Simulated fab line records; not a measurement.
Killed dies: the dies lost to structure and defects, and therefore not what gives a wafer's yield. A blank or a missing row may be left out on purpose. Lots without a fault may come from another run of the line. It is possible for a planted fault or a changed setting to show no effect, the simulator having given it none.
Which tool was responsible?	flow gf180mcu	13 lots with 39 wafers sampled at 5 steps, on a route of 602 steps

WHAT THE GAUGES READ, wafer by wafer
GF_MVPSD_TW_MEAS_11. Usual: MVPSD_TW gives 560 (standard deviation 4.7).
lot	measured	on	MVPSD_TW	flag
L567	day 5 00:30	filmMetro-03	558 559 558	
L569	day 5 11:20	filmMetro-02	562 563 562	
L572	day 6 06:50	filmMetro-02	567 567 564	
L573	day 6 15:20	filmMetro-03	556 555 558	
L574	day 6 18:02	filmMetro-04	561 562 560	
L575	day 7 01:14	filmMetro-04	566 565 566	
L576	day 7 06:23	filmMetro-02	560 557 563	
L577	day 7 11:09	filmMetro-03	560 562 562	
L579	day 8 00:14	filmMetro-03	554 549 549	
L587	day 10 01:02	filmMetro-03	554 552 555	
L588	day 10 10:23	filmMetro-02	561 562 565	
L589	day 10 12:29	filmMetro-02	565 563 566	
L590	day 10 19:59	filmMetro-03	553 555 554	

GF_VT_IMPLANT_TW_MEAS_43. Usual: VT_IMPLANT_4_TW gives 693 (standard deviation 6.8).
lot	measured	on	VT_IMPLANT_4_TW	flag
L567	day 7 12:11	filmMetro-02	701 698 702	
L569	day 8 01:02	filmMetro-02	704 703 701	
L572	day 8 22:20	filmMetro-01	689 691 685	
L573	day 9 07:49	filmMetro-03	691 691 693	
L574	day 9 11:16	filmMetro-02	702 699 703	
L575	day 9 19:19	filmMetro-03	688 685 693	
L576	day 10 00:45	filmMetro-03	690 694 690	
L577	day 10 07:23	filmMetro-02	700 701 698	
L579	day 10 20:10	filmMetro-02	703 702 700	
L587	day 13 04:26	filmMetro-02	704 707 705	
L588	day 13 15:18	filmMetro-01	688 694 692	
L589	day 13 18:19	filmMetro-01	692 688 686	
L590	day 14 03:41	filmMetro-01	684 681 687	

GF_VT_IMPLANT_RS_MEAS_49: uses a four-point probe to measure. Usual: MVPSD_RS gives 1169 ohm/sq (standard deviation 3.4).
lot	measured	on	MVPSD_RS (ohm/sq)	flag
L567	day 7 12:46	filmMetro-02	1165 1168 1162	
L569	day 8 01:36	filmMetro-04	1169 1173 1172	
L572	day 8 22:55	filmMetro-04	1173 1169 1171	
L573	day 9 08:24	filmMetro-02	1166 1171 1169	
L574	day 9 11:51	filmMetro-02	1166 1167 1164	
L575	day 9 19:54	filmMetro-04	1173 1171 1173	
L576	day 10 01:20	filmMetro-02	1166 1169 1168	
L577	day 10 07:59	filmMetro-03	1167 1169 1168	
L579	day 10 20:45	filmMetro-02	1171 1169 1170	
L587	day 13 05:02	filmMetro-03	1175 1178 1182	
L588	day 13 15:53	filmMetro-03	1165 1166 1167	
L589	day 13 18:53	filmMetro-04	1164 1162 1162	
L590	day 14 04:16	filmMetro-04	1170 1167 1167	

TOOL THAT RAN EACH LOT (tool first, then ch and the chambers of the sampled wafers, then the start)
lot	GF_MVPSD_IMPLANT_09	GF_VT_IMPLANT_STRIP_09
L567	implanter-01 ch 0, day 5 00:16	plasmaAsher-03 ch 0,1, day 5 14:47
L569	implanter-01 ch 0, day 5 11:05	plasmaAsher-03 ch 0,1, day 6 01:56
L572	implanter-01 ch 0, day 6 06:36	plasmaAsher-01 ch 0,1, day 6 22:10
L573	implanter-04 ch 0, day 6 15:07	plasmaAsher-03 ch 0,1, day 7 06:28
L574	implanter-03 ch 0, day 6 17:47	plasmaAsher-01 ch 0,1, day 7 09:53
L575	implanter-04 ch 0, day 7 01:01	plasmaAsher-02 ch 0,1, day 7 17:25
L576	implanter-03 ch 0, day 7 06:09	plasmaAsher-02 ch 0,1, day 7 22:02
L577	implanter-01 ch 0, day 7 10:56	plasmaAsher-02 ch 0,1, day 8 03:58
L579	implanter-04 ch 0, day 7 23:59	plasmaAsher-02 ch 0,1, day 8 16:05
L587	implanter-01 ch 0, day 10 00:49	plasmaAsher-03 ch 0,1, day 10 18:46
L588	implanter-03 ch 0, day 10 10:09	plasmaAsher-02 ch 0, day 11 04:16
L589	implanter-04 ch 0, day 10 12:14	plasmaAsher-02 ch 0,1, day 11 06:37
L590	implanter-04 ch 0, day 10 19:44	plasmaAsher-03 ch 0, day 11 14:43
- GF_MVPSD_IMPLANT_09
- GF_VT_IMPLANT_STRIP_09: strips in O2/N2.

WHAT THE TOOLS THEMSELVES READ (means of the sampled wafers that have a number; where no wafer has one, the mark that the record gives instead)
GF_VT_IMPLANT_STRIP_09. Usual: drypumpMotorCurrentA 5.89 A, standard deviation 0.19; heaterPowerW 316 W, standard deviation 37; oesProductAu 0.715 a.u., standard deviation 0.0051; stripTimeToEndpointS 12.78 s, standard deviation 0.037.
lot	tool	drypumpMotorCurrentA (A)	heaterPowerW (W)	oesProductAu (a.u.)	stripTimeToEndpointS (s)	flag
L567	plasmaAsher-03	5.76	335	0.710	12.69	
L569	plasmaAsher-03	5.76	339	0.716	12.77	
L572	plasmaAsher-01	5.89	367	0.718	12.81	
L573	plasmaAsher-03	5.83	338	0.710	12.74	
L574	plasmaAsher-01	5.69	367	0.714	12.75	
L575	plasmaAsher-02	6.04	307	0.717	12.77	
L576	plasmaAsher-02	6.06	305	0.718	12.80	
L577	plasmaAsher-02	5.95	279	0.713	12.81	
L579	plasmaAsher-02	5.94	279	0.715	12.80	
L587	plasmaAsher-03	5.84	339	0.714	12.81	
L588	plasmaAsher-02	6.17	320	0.715	12.80	
L589	plasmaAsher-02	5.96	276	0.715	12.77	
L590	plasmaAsher-03	5.67	327	0.715	12.69	

THE ANSWER, worked out from the rows above alone
Rule: take the mean of a lot's wafers that have a number; if it is more than 3 standard deviations from the usual mean, the lot is off. A lot without any number at a reading at which 4 lots or more have one is off too. The other lots that the step has rows for count as sound. The gauges are gone through in route order, then the tools' own readings, and for those a lot's mean is taken as printed above. The first step at which some lot is off is used, and at that step the reading that is off furthest; a lot without a number counts as furthest.
No lot is off at any reading shown: from this, nothing can be told.

WHAT THE SIMULATOR PUT IN
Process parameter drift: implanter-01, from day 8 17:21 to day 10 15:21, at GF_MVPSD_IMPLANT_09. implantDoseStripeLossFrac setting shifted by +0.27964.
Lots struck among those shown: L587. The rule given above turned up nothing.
